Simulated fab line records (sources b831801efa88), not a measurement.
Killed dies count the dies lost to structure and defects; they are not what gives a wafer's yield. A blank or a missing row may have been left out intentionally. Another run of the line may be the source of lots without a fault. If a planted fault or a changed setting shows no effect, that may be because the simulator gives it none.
Which tool was responsible? -- flow sfq-line -- Sampling: 14 lots, 41 wafers, 4 of 325 route steps

WHAT THE GAUGES SHOWED, per wafer
SFQ_I6_OVL_MEAS_942.
lot,measured,on,I6_OVL (nm)
L893,day 72 02:24,overlay-01,-6 -3 -5
L895,day 76 02:35,overlay-01,6 6 3
L896,day 76 08:21,overlay-02,-3 0 0
L897,day 76 11:02,overlay-02,7 4 4
L898,day 76 15:50,overlay-02,-2 -7 -7
L899,day 76 18:13,overlay-02,-2 -1 5
L900,day 76 19:25,overlay-02,4 1 3
L902,day 80 19:22,overlay-02,-5 -1 -8
L905,day 81 07:30,overlay-01,-3 -8
L908,day 82 02:49,overlay-02,-7 -10 -4
L913,day 85 07:13,overlay-02,1 1 -5
L914,day 85 16:50,overlay-01,6 3 5
L915,day 85 20:26,overlay-02,-9 -9 -11
L916,day 86 06:15,overlay-02,-5 -3 -6

WHAT TOOL EACH LOT RAN ON (gives the tool, then ch and the chambers of the sampled wafers, and finally the start)
lot,SFQ_TRILAYER_I0_VIA_BARC_OPEN_VIA_ETCH_046,SFQ_TRILAYER_M5_BARC_OPEN_METAL_ETCH_161,SFQ_TRILAYER_R5_BARC_OPEN_METAL_ETCH_177
L893,"rie-diel-03 ch 0,3, day 9 23:40","rie-metal-02 ch 0,1, day 60 12:53","rie-metal-04 ch 0,1, day 60 20:53"
L895,"rie-diel-03 ch 1,3, day 10 04:28","rie-metal-02 ch 1, day 60 16:29","rie-metal-02 ch 0,1, day 61 01:01"
L896,"rie-diel-01 ch 2,3, day 10 08:04","rie-metal-01 ch 0,1, day 60 20:07","rie-metal-03 ch 0,1, day 61 05:11"
L897,"rie-diel-01 ch 0,3, day 10 11:40","rie-metal-02 ch 0,1, day 60 22:31","rie-metal-02 ch 0,1, day 61 06:23"
L898,"rie-diel-03 ch 1,2, day 10 18:07","rie-metal-03 ch 0,1, day 61 02:07","rie-metal-04 ch 0,1, day 66 10:58"
L899,"rie-diel-02 ch 1,2,3, day 11 01:19","rie-metal-02 ch 0,1, day 61 04:29","rie-metal-03 ch 0,1, day 66 13:21"
L900,"rie-diel-01 ch 1,2, day 11 06:07","rie-metal-01 ch 0,1, day 61 07:34","rie-metal-02 ch 0,1, day 66 15:45"
L902,"rie-diel-02 ch 0,1,2, day 11 20:31","rie-metal-03 ch 0,1, day 61 14:46","rie-metal-03 ch 0, day 66 21:45"
L905,"rie-diel-03 ch 0,1, day 12 10:28","rie-metal-01 ch 1, day 61 21:59","rie-metal-02 ch 0, day 67 03:46"
L908,"rie-diel-01 ch 0,3, day 13 16:34","rie-metal-03 ch 0,1, day 62 06:22","rie-metal-02 ch 0,1, day 67 10:57"
L913,"rie-diel-02 ch 0,3, day 14 16:28","rie-metal-02 ch 0,1, day 67 07:21","rie-metal-03 ch 0,1, day 72 11:04"
L914,"rie-diel-01 ch 0,2, day 15 02:04","rie-metal-02 ch 0, day 67 21:53","rie-metal-03 ch 0,1, day 73 00:16"
L915,"rie-diel-01 ch 1,3, day 15 10:34","rie-metal-03 ch 0,1, day 68 02:42","rie-metal-03 ch 0,1, day 73 02:41"
L916,"rie-diel-01 ch 1,2, day 15 18:46","rie-metal-01 ch 0,1, day 68 10:00","rie-metal-04 ch 0,1, day 73 08:40"
- SFQ_TRILAYER_I0_VIA_BARC_OPEN_VIA_ETCH_046: etches BARC in O2, target depth 125 nm, time 41.7 s.
- SFQ_TRILAYER_M5_BARC_OPEN_METAL_ETCH_161: etches BARC in O2, target depth 125 nm, time 41.7 s.
- SFQ_TRILAYER_R5_BARC_OPEN_METAL_ETCH_177: etches BARC in O2, target depth 125 nm, time 41.7 s.

WHAT THE TOOLS THEMSELVES READ (means of the sampled wafers that have a number; where no wafer has one, the mark that the record gives instead)
SFQ_TRILAYER_I0_VIA_BARC_OPEN_VIA_ETCH_046.
lot,tool,drypump-motor-current-A (A),oes-product-au (a.u.),run-length-s (s)
L893,rie-diel-03,5.4,0.686,70.2
L895,rie-diel-03,6.2,0.686,70.4
L896,rie-diel-01,6.2,0.686,70.0
L897,rie-diel-01,6.3,0.678,69.6
L898,rie-diel-03,6.1,0.687,70.2
L899,rie-diel-02,5.7,0.688,70.0
L900,rie-diel-01,5.7,0.687,69.9
L902,rie-diel-02,5.8,0.689,70.3
L905,rie-diel-03,5.9,0.686,70.2
L908,rie-diel-01,6.0,0.681,70.1
L913,rie-diel-02,5.6,0.689,69.6
L914,rie-diel-01,5.7,0.684,70.4
L915,rie-diel-01,6.2,0.686,69.9
L916,rie-diel-01,5.5,0.680,69.8

SFQ_TRILAYER_M5_BARC_OPEN_METAL_ETCH_161.
lot,tool,drypump-motor-current-A (A),oes-product-au (a.u.),run-length-s (s)
L893,rie-metal-02,6.0,0.689,70.0
L895,rie-metal-02,6.3,0.687,70.4
L896,rie-metal-01,5.4,0.690,69.8
L897,rie-metal-02,6.0,0.688,70.3
L898,rie-metal-03,5.8,0.681,70.2
L899,rie-metal-02,6.0,0.682,70.0
L900,rie-metal-01,5.5,0.681,70.0
L902,rie-metal-03,5.8,0.690,70.2
L905,rie-metal-01,5.4,0.680,70.2
L908,rie-metal-03,5.8,0.685,70.3
L913,rie-metal-02,6.0,0.685,70.2
L914,rie-metal-02,5.5,0.685,69.6
L915,rie-metal-03,5.9,0.689,70.7
L916,rie-metal-01,5.5,0.690,69.4

SFQ_TRILAYER_R5_BARC_OPEN_METAL_ETCH_177.
lot,tool,drypump-motor-current-A (A),oes-product-au (a.u.),run-length-s (s)
L893,rie-metal-04,6.05,0.685,70.0
L895,rie-metal-02,6.02,0.690,70.1
L896,rie-metal-03,5.79,0.682,70.2
L897,rie-metal-02,6.03,0.683,70.0
L898,rie-metal-04,6.03,0.687,70.4
L899,rie-metal-03,5.80,0.681,70.2
L900,rie-metal-02,5.75,0.688,69.9
L902,rie-metal-03,5.87,0.681,70.8
L905,rie-metal-02,5.47,0.577,93.1
L908,rie-metal-02,6.04,0.578,93.3
L913,rie-metal-03,5.81,0.683,70.3
L914,rie-metal-03,5.84,0.685,70.5
L915,rie-metal-03,5.80,0.684,70.2
L916,rie-metal-04,5.92,0.693,69.9

THE ANSWER, worked out from the rows above alone
Rule: the lots themselves supply what counts as usual. The widest of any qualifying gaps counts: lots, ordered by their means at a reading, are off when they make up no more than a third of the lots, leave a main group of 4 or more, and stand apart from it by 3 or more times the standard deviation of that group's means. A main group is skipped when, at the precision printed for the reading in the tables above, its means are all equal. A lot without any number at a reading at which 4 lots or more have one is off too. Any other lot the step has rows for is counted as sound. After the gauges, taken in route order, come the tools' own readings; for these a lot's mean is taken, as printed above. At the first step where some lot is off, the reading lying furthest off is the one used; lots without a number count as furthest.
Off at SFQ_TRILAYER_R5_BARC_OPEN_METAL_ETCH_177 (run-length-s): L905, L908. The main group: mean 70.2 s, standard deviation 0.25.
If a tool, at that step or one of the process steps before it, ran each lot that is off and ran no sound lot following the first of them, it fits. One candidate fits, namely rie-metal-02 at SFQ_TRILAYER_R5_BARC_OPEN_METAL_ETCH_177. A fault onset in the window from L900 (day 66 15:45, its last sound lot) to L905 (day 67 03:46, its first lot off) fits.
The tool's own readings at SFQ_TRILAYER_R5_BARC_OPEN_METAL_ETCH_177 bear it out: on the lots that are off they differ by more than 5 times the standard deviation of the sound lots' means. oes-product-au reads 0.577 a.u. there against 0.685 a.u. on the sound lots; run-length-s reads 93.2 s there against 70.2 s on the sound lots.

WHAT THE SIMULATOR HAD PUT IN
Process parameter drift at SFQ_TRILAYER_R5_BARC_OPEN_METAL_ETCH_177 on rie-metal-02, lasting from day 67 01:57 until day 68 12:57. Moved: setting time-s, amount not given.
Lots struck among those shown: L905, L908. This agrees with what the rule above found.
